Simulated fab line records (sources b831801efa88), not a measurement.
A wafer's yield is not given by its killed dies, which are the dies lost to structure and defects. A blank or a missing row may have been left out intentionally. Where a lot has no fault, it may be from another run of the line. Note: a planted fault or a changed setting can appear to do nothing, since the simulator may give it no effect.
Chamber matching ; flow gf180mcu ; GF_V2_ETCH_16 on rie diel-02: 4 sister chambers
The step etches BARC in N2/H2. 24 wafers are shown with their chamber, then 12 later ones without.

WAFERS WITH THEIR CHAMBER
wafer;chamber;drypump motor current A (A);throttle valve pct (%);oes product au (a.u.)
L076.2;0;5.8;13.223;0.853
L076.3;3;5.8;13.227;0.858
L076.4;3;5.8;13.236;0.862
L077.2;1;5.6;13.216;0.859
L077.3;3;5.8;13.221;0.857
L077.6;3;5.8;13.236;0.860
L079.1;3;5.8;13.219;0.856
L079.4;1;5.6;13.220;0.859
L079.5;0;5.8;13.227;0.863
L080.2;2;5.3;13.228;0.863
L080.3;3;5.8;13.211;0.848
L080.4;0;5.8;13.232;0.858
L081.3;3;5.7;13.228;0.860
L081.4;0;5.8;13.227;0.863
L081.6;0;5.8;13.240;0.863
L085.1;3;5.8;13.221;0.857
L085.3;2;5.3;13.227;0.850
L085.6;1;5.6;13.225;0.856
L088.1;1;5.6;13.224;0.865
L088.3;0;5.8;13.222;0.861
L088.6;0;5.8;13.216;0.863
L089.2;0;5.8;13.237;0.857
L089.4;2;5.3;13.220;0.864
L089.5;3;5.8;13.216;0.861

SIGNATURES (means of the wafers above)
reading;chamber 0;chamber 1;chamber 2;chamber 3;scatter within a chamber
drypump motor current A;5.800;5.600;5.300;5.789;0.0211
throttle valve pct;13.22800;13.22125;13.22500;13.22389;0.0075
oes product au;0.86013;0.85975;0.85900;0.85767;0.00448
Rule: distance of a wafer from a chamber = root of the sum over the readings of ((wafer's reading minus chamber's mean) / reading's scatter) squared. If the next closest chamber is less than 2 further off than the closest, the wafer can't be placed; otherwise it belongs to the closest. The scatter: take each reading less its chamber's mean, square it, sum over the shown wafers, divide by the number of wafers less the number of chambers, and take the root.

WAFERS WITH NO CHAMBER GIVEN
wafer;drypump motor current A (A);throttle valve pct (%);oes product au (a.u.)
L092.1;5.6;13.234;0.862
L092.4;5.8;13.224;0.845
L092.6;5.8;13.231;0.853
L094.1;5.8;13.222;0.857
L094.2;5.8;13.210;0.864
L094.5;5.3;13.231;0.863
L095.3;5.8;13.210;0.853
L095.5;5.8;13.228;0.860
L095.6;5.3;13.218;0.856
L096.2;5.8;13.246;0.848
L096.3;5.8;13.218;0.856
L096.6;5.3;13.232;0.846

WHICH CHAMBER EACH ONE RAN IN
wafer;from the rows above;in truth
L092.1;1;1
L092.4;can't be placed: 3 or 0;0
L092.6;can't be placed: 3 or 0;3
L094.1;can't be placed: 3 or 0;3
L094.2;can't be placed: 3 or 0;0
L094.5;2;2
L095.3;can't be placed: 3 or 0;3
L095.5;can't be placed: 0 or 3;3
L095.6;2;2
L096.2;can't be placed: 0 or 3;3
L096.3;can't be placed: 3 or 0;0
L096.6;2;2
Correctly placed: 4 of 12. Can't be placed from these rows: 8 (the true chamber is among the candidates in 8). Number placed wrongly: 0.
